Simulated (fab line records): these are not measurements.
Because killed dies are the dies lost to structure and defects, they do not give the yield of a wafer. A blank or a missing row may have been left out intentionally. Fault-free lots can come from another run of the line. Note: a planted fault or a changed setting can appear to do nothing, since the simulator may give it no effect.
fab line records :: flow sky130
[record]
  lots = 4
  wafers = 12
  lastDay = 51
route steps=708 shown LI_CONTACT@376 LOCAL_INTERCONNECT@387 CONTACT@406 PAD_OPEN@708
lots with no fault: from the same line, run without faults
startH: start of the lot's first displayed wafer, in hours after the record's first day :: waitH: hours since the lot's step before :: " repeats the value in the row above :: L1.1+2: a row that stands for several wafers :: - no value, or no start was given :: * or withheld: withheld :: < > ~ a bound
route shown NAME@n: NAME is a module with steps in the file, n the number in the route of the first one :: usual: the fault-free wafers' mean and standard deviation :: same: alike in all rows :: chamber/n: place in a boat :: sites: readings site by site :: _std_site: standard deviation across them :: _edge_site: mean of outer sites minus mean of inner sites :: radiusMm: how far each site lies from the wafer's centre :: mask NAME#n: copy n :: behind: the last tool/chamber to shape the wafer :: hold: cause of the lot's hold/its duration in hours/its outcome :: device: transistor that didn't switch, given as n, p or np :: end of line: the tests these same wafers got at the end of their route :: a step with no rows: only its recipe :: killed: count of dies lost to structure and defects at first sort (not the wafer's yield) :: map: a wafer's dies, marking killed ones x, the rest . and places with no die _
set.NAME: the run value of the setting; set.NAME@STEP: its run value at that earlier step :: model.NAME: the simulator's own value behind a step, which no gauge read
lots at some steps of the route; a table a step, a row a wafer
services: from which hour (startH, from the record's first day; less than 0 if before it) a tool's chamber was out of use, for how many hours, and why
[[steps]]
[step SKY_LI_CONTACT_ETCH_14]
[recipe]
  chemistry = N2/H2
  target = BARC
  ionEnergyEv = 200
  sourceW = 500
  biasW = 100
  pressureMtorr = 30
  n2FlowSccm = 100
  h2FlowSccm = 200
  stopOn = SiO2
  timeS = 45.9
  targetDepthA = 600
[step SKY_LI_CONTACT_ETCH_15]
[recipe]
  target = PSG
  chemistry = C4F8/O2/Ar
  stopOn = Si
  taperDeg = 4.15
  maskMaterial = KrF-thick
  sourceW = 1500
  biasW = 1200
  pressureMtorr = 40
  c4f8FlowSccm = withheld
  O2_flow_sccm = 6
  Ar_flow_sccm = 300
  timeS = withheld
  targetDepthA = 6000
[step SKY_LI_CONTACT_STRIP_16]
[recipe]
  chemistry = O2/N2
  powerW = 1400
  pressureMtorr = 1500
  platenTempC = withheld
  o2FlowSccm = 3000
  n2FlowSccm = 300
  overashFraction = 0.5
[step SKY_LI_CONTACT_CLEAN_17]
[recipe]
  chemistry = NMP
  timeS = 600
  tempC = 60
  dry = n2Spin
[step SKY_LI_CONTACT_PRE_CLEAN_18]
[recipe]
  gas = Ar
  timeS = 5.6
  biasV = 358
[step SKY_LI_CONTACT_SPUTTER_19]
[recipe]
  material = Ti
  targetThkNm = 20
  chamberPressurePa = 5
  powerW = 2500
  substrateTempC = 200
  timeS = 106.37
[step SKY_LI_CONTACT_SPUTTER_20]
[recipe]
  material = TiN
  targetThkNm = 20
  chamberPressurePa = 5
  powerW = 4000
  timeS = 80
[step SKY_LI_CONTACT_CVD_21]
[recipe]
  material = W
  targetThkNm = 400
  timeS = 120.56
  tempC = 400
  pressureTorr = 40
[step SKY_LI_CONTACT_CMP_24]
[recipe]
  stopOn = PSG
  tOverpolishS = 20
  downForcePsi = 3.5
  platenRpm = 60
  targetThkNm = 0
  padVelocityMS = 0.94248
[usual]
  motorCurrentA = 11.0/1.7
  overpolishRunS = 20.001/0.0092
  timeToEndpointS = 98/3.2
lot.wafer: L329.3
tool: cmp-02
chamber: 2
startH: 705.56
waitH: 0.3
motorCurrentA: 13.3
overpolishRunS: 20.011
timeToEndpointS: 104

lot.wafer: L329.6
tool: cmp-02
chamber: 2
startH: 705.56
waitH: 0.3
motorCurrentA: 14.0
overpolishRunS: 19.995
timeToEndpointS: 98

lot.wafer: L329.5
tool: cmp-02
chamber: 3
startH: 705.56
waitH: 0.3
motorCurrentA: 8.5
overpolishRunS: 20.003
timeToEndpointS: 98

lot.wafer: L328.2
tool: cmp-02
chamber: 3
startH: 706.21
waitH: 0.6
motorCurrentA: 8.8
overpolishRunS: 19.985
timeToEndpointS: 94

lot.wafer: L328.4
tool: cmp-02
chamber: 0
startH: 706.21
waitH: 0.6
motorCurrentA: 10.6
overpolishRunS: 19.999
timeToEndpointS: 95

lot.wafer: L328.6
tool: cmp-02
chamber: 3
startH: 706.21
waitH: 0.6
motorCurrentA: 8.7
overpolishRunS: 19.988
timeToEndpointS: 96

lot.wafer: L339.3
tool: cmp-02
chamber: 1
startH: 868.20
waitH: 0.1
motorCurrentA: 10.5
overpolishRunS: 20.002
timeToEndpointS: 103

lot.wafer: L339.1
tool: cmp-02
chamber: 3
startH: 868.20
waitH: 0.1
motorCurrentA: 8.7
overpolishRunS: 20.002
timeToEndpointS: 99

lot.wafer: L339.5
tool: cmp-02
chamber: 0
startH: 868.20
waitH: 0.1
motorCurrentA: 10.5
overpolishRunS: 20.001
timeToEndpointS: 97

lot.wafer: L346.1
tool: cmp-02
chamber: 3
startH: 874.61
waitH: 0.1
motorCurrentA: 8.9
overpolishRunS: 20.009
timeToEndpointS: 105

lot.wafer: L346.2
tool: cmp-02
chamber: 2
startH: 874.61
waitH: 0.1
motorCurrentA: 13.6
overpolishRunS: 19.980
timeToEndpointS: 101

lot.wafer: L346.6
tool: cmp-02
chamber: 0
startH: 874.61
waitH: 0.1
motorCurrentA: 9.8
overpolishRunS: 19.980
timeToEndpointS: 99
[step SKY_LOCAL_INTERCONNECT_SPUTTER_00]
[recipe]
  material = TiN
  targetThkNm = 100
  tempC = 300
  powerW = 6500
  timeS = 83.3
  chamberPressurePa = 0.4
[step SKY_LOCAL_INTERCONNECT_DEHYDRATE_03]
[recipe]
  tempC = 200
  timeS = 60
[step SKY_LOCAL_INTERCONNECT_HMDS_04]
[recipe]
  primeTimeS = 60
  primeTempC = 120
[step SKY_LOCAL_INTERCONNECT_COAT_05]
[recipe]
  resist = BARC
  tempC = withheld
  timeS = withheld
  spinRpm = 3000
  resistThkNm = 60
[step SKY_LOCAL_INTERCONNECT_COAT_06]
[recipe]
  resist = KrF-thick
  spinRpm = 3000
  resistThkNm = 450
[step SKY_LOCAL_INTERCONNECT_SOFTBAKE_07]
[recipe]
  tempC = 100
  timeS = 90
  resist = KrF-thick
[step SKY_LOCAL_INTERCONNECT_EXPOSE_08]
[recipe]
  maskId = LI1M
  na = 0.8
  sourceShape = annular
  sigmaInner = 0.55
  sigmaOuter = 0.85
  targetCdNm = 170
  doseMj = 28
[step SKY_LOCAL_INTERCONNECT_PEB_09]
[recipe]
  pebTempC = withheld
  pebTimeS = withheld
  resist = KrF-thick
[step SKY_LOCAL_INTERCONNECT_DEVELOP_10]
[recipe]
  developTimeS = 60
  resist = KrF-thick
  devTempC = 21
[step SKY_LOCAL_INTERCONNECT_ETCH_13]
[recipe]
  chemistry = N2/H2
  target = BARC
  ionEnergyEv = 200
  biasW = 100
  pressureMtorr = 30
  n2FlowSccm = 100
  h2FlowSccm = 200
  icpW = 500
  stopOn = SiO2
  timeS = 45.9
  targetDepthA = 600
[step SKY_LOCAL_INTERCONNECT_METAL_ETCH_14]
[recipe]
  targetDepthNm = 110
  stopOn = PSG
  chemistry = Cl2/BCl3
  target = TiN
  resistSidewallDeg = 88
  pressureMtorr = 10
  icpW = 900
  biasW = 48.5
  Cl2_flow_sccm = 60
  bcl3FlowSccm = 30
  timeS = 31.4
[step SKY_LOCAL_INTERCONNECT_STRIP_15]
[recipe]
  chemistry = O2/N2
  powerW = 1400
  pressureMtorr = 1500
  platenTempC = withheld
  o2FlowSccm = 3000
  n2FlowSccm = 300
  overashFraction = 0.5
[step SKY_LOCAL_INTERCONNECT_STRIP_16]
[recipe]
  chemistry = postEtchResidueRemover
  timeS = 1200
  tempC = 72.5
[step SKY_LOCAL_INTERCONNECT_CLEAN_17]
[recipe]
  chemistry = IPA
  timeS = 180
  tempC = 25
[step SKY_LOCAL_INTERCONNECT_CLEAN_18]
[recipe]
  chemistry = O3/DIW
  dry = n2Spin
[step SKY_CONTACT_CVD_00]
[recipe]
  material = Si3N4
  targetThkNm = 75
  tempC = 400
  timeS = withheld
  rfW = 450
[step SKY_CONTACT_HDPCVD_02]
[recipe]
  material = SiO2
  targetThkNm = 565
  sigmaOpenFrac = 0.3
  timeS = 94.2
  tempC = 600
  sih4FlowSccm = 60
  pressureMtorr = 6
[step SKY_CONTACT_CMP_04]
[recipe]
  material = SiO2
  downForcePsi = 4
  platenRpm = 60
  padVelocityMS = 0.94248
[step SKY_CONTACT_DEHYDRATE_06]
[recipe]
  tempC = 200
  timeS = 60
[step SKY_CONTACT_HMDS_07]
[recipe]
  primeTimeS = 60
  primeTempC = 120
[step SKY_CONTACT_COAT_08]
[recipe]
  resist = BARC
  tempC = withheld
  timeS = withheld
  spinRpm = 3000
  resistThkNm = 60
[step SKY_CONTACT_COAT_09]
[recipe]
  resist = KrF-thick
  spinRpm = 3000
  resistThkNm = 450
[step SKY_PAD_OPEN_PROBE_99]
[usual]
  killed_at_M0_to_M3 = 42/7.3
  killed_at_M4_up = 3.4/2
  killedAtContacts = 24/5.6
  killedAtFrontEnd = 16/4.5
  killedAtOther = 0.2/0.51
  killedDies = 86/9.8
  killedOnRim = 17/3.8
  killedOpen = 46/7
  killedShort = 40/6.7
[same]
  grossDies = 492
  killedAtBackSide = 0
lot.wafer: L329.3
tool: prober-01
chamber: -
startH: 1100.05
waitH: 0.2
killed_at_M0_to_M3: 34
killed_at_M4_up: 1
killedAtContacts: 20
killedAtFrontEnd: 14
killedAtOther: 0
killedDies: 69
killedOnRim: 15
killedOpen: 44
killedShort: 24

lot.wafer: L329.5
tool: prober-01
chamber: -
startH: 1100.15
waitH: 0.2
killed_at_M0_to_M3: 49
killed_at_M4_up: 5
killedAtContacts: 23
killedAtFrontEnd: 10
killedAtOther: 0
killedDies: 87
killedOnRim: 22
killedOpen: 45
killedShort: 41

lot.wafer: L329.6
tool: prober-01
chamber: -
startH: 1100.20
waitH: 0.2
killed_at_M0_to_M3: 42
killed_at_M4_up: 5
killedAtContacts: 17
killedAtFrontEnd: 11
killedAtOther: 0
killedDies: 75
killedOnRim: 14
killedOpen: 44
killedShort: 31

lot.wafer: L328.2
tool: prober-02
chamber: -
startH: 1103.30
waitH: 0.3
killed_at_M0_to_M3: 41
killed_at_M4_up: 3
killedAtContacts: 24
killedAtFrontEnd: 12
killedAtOther: 0
killedDies: 80
killedOnRim: 18
killedOpen: 38
killedShort: 39

lot.wafer: L328.4
tool: prober-02
chamber: -
startH: 1103.40
waitH: 0.4
killed_at_M0_to_M3: 29
killed_at_M4_up: 3
killedAtContacts: 13
killedAtFrontEnd: 23
killedAtOther: 0
killedDies: 68
killedOnRim: 14
killedOpen: 36
killedShort: 32

lot.wafer: L328.6
tool: prober-02
chamber: -
startH: 1103.50
waitH: 0.4
killed_at_M0_to_M3: 36
killed_at_M4_up: 5
killedAtContacts: 23
killedAtFrontEnd: 11
killedAtOther: 0
killedDies: 75
killedOnRim: 21
killedOpen: 37
killedShort: 37

lot.wafer: L339.1
tool: prober-01
chamber: -
startH: 1213.01
waitH: 0.1
killed_at_M0_to_M3: 34
killed_at_M4_up: 2
killedAtContacts: 23
killedAtFrontEnd: 27
killedAtOther: 1
killedDies: 87
killedOnRim: 19
killedOpen: 42
killedShort: 45

lot.wafer: L339.3
tool: prober-01
chamber: -
startH: 1213.11
waitH: 0.2
killed_at_M0_to_M3: 42
killed_at_M4_up: 2
killedAtContacts: 27
killedAtFrontEnd: 20
killedAtOther: 0
killedDies: 91
killedOnRim: 20
killedOpen: 51
killedShort: 40

lot.wafer: L339.5
tool: prober-01
chamber: -
startH: 1213.21
waitH: 0.2
killed_at_M0_to_M3: 30
killed_at_M4_up: 0
killedAtContacts: 305
killedAtFrontEnd: 13
killedAtOther: 0
killedDies: 348
killedOnRim: 67
killedOpen: 29
killedShort: 29

lot.wafer: L346.6
tool: prober-02
chamber: -
startH: 1222.18
waitH: 0.2
killed_at_M0_to_M3: 31
killed_at_M4_up: 3
killedAtContacts: 291
killedAtFrontEnd: 10
killedAtOther: 0
killedDies: 335
killedOnRim: 69
killedOpen: 27
killedShort: 29
// killed by level:class
L329.3 VIA1:geometricParticle:open=9 LI_CONTACT:geometricParticle:open=6 LOCAL_INTERCONNECT:geometricParticle:short=6 POLY_GATE:geometricParticle:open=5 VIA3:geometricParticle:open=5 METAL1:geometricParticle:short=4 CONTACT:geometricParticle:open=4 METAL1:geometricParticle:open=4
L329.5 VIA1:geometricParticle:open=12 LI_CONTACT:geometricParticle:open=9 VIA3:geometricParticle:open=9 CONTACT:geometricParticle:open=5 METAL1:geometricParticle:short=5 METAL2:geometricParticle:short=4 VIA2:geometricParticle:short=4 VIA3:geometricParticle:short=4
L329.6 VIA3:geometricParticle:open=9 VIA1:geometricParticle:open=8 VIA1:geometricParticle:short=5 POLY_GATE:geometricParticle:short=4 LI_CONTACT:geometricParticle:open=4 CONTACT:geometricParticle:open=4 METAL2:geometricParticle:open=4 VIA2:geometricParticle:open=4
L328.2 CONTACT:geometricParticle:open=13 VIA1:geometricParticle:open=10 METAL1:geometricParticle:short=7 METAL2:geometricParticle:short=7 LI_CONTACT:geometricParticle:open=5 VIA1:geometricParticle:short=5 VIA3:geometricParticle:open=5 VIA3:geometricParticle:short=4
L328.4 LI_CONTACT:geometricParticle:open=8 SPACER:geometricParticle:open=5 VIA1:geometricParticle:short=5 VIA3:geometricParticle:open=5 FIELD_ISO:geometricParticle:short=4 METAL1:geometricParticle:short=4 VIA1:geometricParticle:open=4 POLY_GATE:geometricParticle:short=3
L328.6 LI_CONTACT:geometricParticle:open=8 CONTACT:geometricParticle:open=7 VIA3:geometricParticle:open=6 VIA2:geometricParticle:open=6 VIA2:geometricParticle:short=5 METAL1:geometricParticle:short=5 VIA1:geometricParticle:short=5 METAL4:geometricParticle:short=5
L339.1 FIELD_ISO:geometricParticle:short=12 CONTACT:geometricParticle:open=9 POLY_GATE:geometricParticle:open=8 VIA1:geometricParticle:open=8 CONTACT:geometricParticle:short=7 LOCAL_INTERCONNECT:geometricParticle:short=6 METAL3:geometricParticle:short=5 VIA3:geometricParticle:open=5
L339.3 CONTACT:geometricParticle:open=10 VIA2:geometricParticle:open=9 FIELD_ISO:geometricParticle:open=8 VIA1:geometricParticle:open=8 LI_CONTACT:geometricParticle:open=7 FIELD_ISO:geometricParticle:short=6 VIA1:geometricParticle:short=6 METAL2:geometricParticle:short=5
L339.5 LI_CONTACT:unspecified=290 VIA1:geometricParticle:open=8 LI_CONTACT:geometricParticle:open=5 METAL1:geometricParticle:short=5 POLY_GATE:geometricParticle:open=4 FIELD_ISO:geometricParticle:open=3 LI_CONTACT:geometricParticle:short=3 VIA1:geometricParticle:short=3
L346.6 LI_CONTACT:unspecified=279 VIA1:geometricParticle:short=4 CONTACT:geometricParticle:open=4 METAL1:geometricParticle:short=4 VIA1:geometricParticle:open=4 FIELD_ISO:geometricParticle:open=3 POLY_GATE:geometricParticle:open=3 METAL2:geometricParticle:short=3
// map L339.5 (x killed, . not)
__________..xx..x..x_________
________xxxx.x.xx.xx.._______
______x.xxx..xxxx.xxx.x._____
_____.xxxxx..xx..xx.xxxxx____
____xxx.x..xx.xxxxxx.x.xxx___
___xx..xx.x.xxxxxxxx..xxxx.__
__.xx.xx..x...x.x.xxxx.xxx.x_
_xx.xxxx.xxxxxxxxxxxxxxxxxxxx
_xx.x.x.x.x.x.xxxxxx.xx.x..x.
_xxx..xxxxxx..x.xx..xxxxxxx.x
_xxx..xx..x..xxxx.xxxxxxxx..x
_x.x.xxx.xxxx..xxxxx.xxxxxxxx
_x..xxx.xxxxxxx.xxxxxx.x.xxx.
_xxxxxxxxx.x..xxx.xxx..xxx.xx
_xx.xxx.xx.xxxx...xx.xxx.xxx.
__.xx.xxxxxx.xx.x.x.xxxx.xxx_
___.xxxx.xxx.x.xx.xx....xxx__
____..x..xxxxx.xxx.x.xxxx.___
_____xxxx...x.xxxxxxxxxxx____
______xxxx.xxxxxxxxxxxxx_____
________.x.x.x.x.xx.xx_______
__________.xxx.x.xxx_________
// map L346.6 (x killed, . not)
__________xx.xxxxxxx_________
________xx..x.xxxxx..x_______
______..xx.x.x.xxxxxxx.._____
_____xx.....xxxx.x...xx.x____
____.xxxxxxx.xxxx.xxxxxxx.___
___xxx.x....x.xxx..xx.xx.xx__
__.xx.xxxx.x.x..x.xxxx.x.xxx_
_x.xx.xxx.xxxx.xxxx.x..xxxxxx
_xxxxxxx.xx.xxxx.xx..x..x.x.x
_xx..x.x.xx...xx.x.xxxxxxx.x.
_xxxx..xxxxxxxxxxxxxx.xx.x.xx
_x.x.x.x.x..xxxxx.x.xxx.xxxxx
_xxxx..xx...xx.xxxxxxxx.xx.xx
_xx.x.xxxxxx.x.x..xxxx....x.x
_x.x.xxxxxx.xxxx.x.xxxx..xxx.
__.xxxx.xxxx.x..x..xx.xx.xxx_
___x.xxxxx..xxxxxxxxxxx.xx.__
____xxx..xxxx..x...x.xx.xx___
_____x.x.xxxxxx.x.x.x..xx____
______xxx.xxxxxxxx.xxxx._____
________xxxx..xx..xxx._______
__________...xx.xxx._________
[[services]]
tool: cmp-02
chamber: -
startH: 744.00
hours: 4.0
kind: pm

tool: cmp-02
chamber: -
startH: 748.00
hours: -
kind: consumableReplace:conditioner

tool: cmp-02
chamber: -
startH: 748.00
hours: -
kind: consumableReplace:pad

tool: cmp-02
chamber: -
startH: 777.92
hours: 2.1
kind: repair

tool: cmp-02
chamber: -
startH: 807.99
hours: 0.5
kind: repair

tool: cmp-02
chamber: -
startH: 868.85
hours: 5.1
kind: repair
[[key]]
[firstSign]
  step = SKY_PAD_OPEN_PROBE_99
  reading = killedAtContacts
  direction = up
  sigmas = 49
  usual = 24
  struck = 298
[effect]
  step = SKY_PAD_OPEN_PROBE_99
  reading = killedDies
  direction = up
  sigmas = 26
  usual = 86
  struck = 342
metAt SKY_LI_CONTACT_CMP_24
struckWafers L339.5,L346.6
testerLeftOut L339,L346
onsetBetween 706.21 868.20
[fault]
  kind = chamberParticleSource
  tool = cmp-02
  chamber = 0
  onsetH = 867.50
  steps = SKY_LI_CONTACT_CMP_24
  ratePerVisitCm2 = 1.8564
  endH = 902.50
// testerLeftOut: of these lots the tester's yield and bins aren't shown, on N5 and GAA mostly nor the transistor test; their killed dies are dies lost to structure and defects alone, not to doping, threshold or leakage, so they don't give the yield
